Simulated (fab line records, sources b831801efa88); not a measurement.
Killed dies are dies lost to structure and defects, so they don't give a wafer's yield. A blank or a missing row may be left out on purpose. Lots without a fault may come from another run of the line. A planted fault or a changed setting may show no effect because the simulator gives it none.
Chamber matching | flow sky130 | SKY_LI_CONTACT_HDPCVD_00 on hdpcvd-02: 3 sister chambers
The step deposits PSG, target thk 930 nm, time 155 s. 3 wafers are shown with their chamber, then 7 later ones without.

WAFERS WITH THEIR CHAMBER
wafer  | chamber | run_length_s (s)
L731.3 | 0       | 182.6
L732.1 | 1       | 184.2
L732.2 | 2       | 182.6

WAFERS WITHOUT THEIR CHAMBER
wafer  | run_length_s (s)
L732.5 | 182.2
L733.1 | 181.8
L733.3 | 184.2
L733.5 | 182.8
L735.2 | 182.0
L735.3 | 182.9
L735.5 | 182.8

WHICH CHAMBER EACH WENT THROUGH
wafer  | from the rows above     | in truth
L732.5 | can't be placed: 0 or 2 | 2
L733.1 | can't be placed: 0 or 2 | 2
L733.3 | 1                       | 1
L733.5 | can't be placed: 0 or 2 | 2
L735.2 | can't be placed: 0 or 2 | 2
L735.3 | can't be placed: 0 or 2 | 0
L735.5 | can't be placed: 0 or 2 | 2
Placed correctly: 1 of 7. Can't be placed from these rows: 6 (the true chamber is among the candidates in 6). Placed wrongly: 0.
How it was worked out, from the rows above alone: a wafer's distance from a chamber is the root of the sum, over the readings, of the square of ((its reading less the chamber's mean) divided by the reading's scatter). The wafer belongs to the nearest chamber; if the next one is less than 2 further off, it can't be placed. A chamber's mean is the mean of its shown wafers. The scatter: with one shown wafer a chamber, the root of the mean of the squares of how far each hidden wafer lies from its nearest shown one.
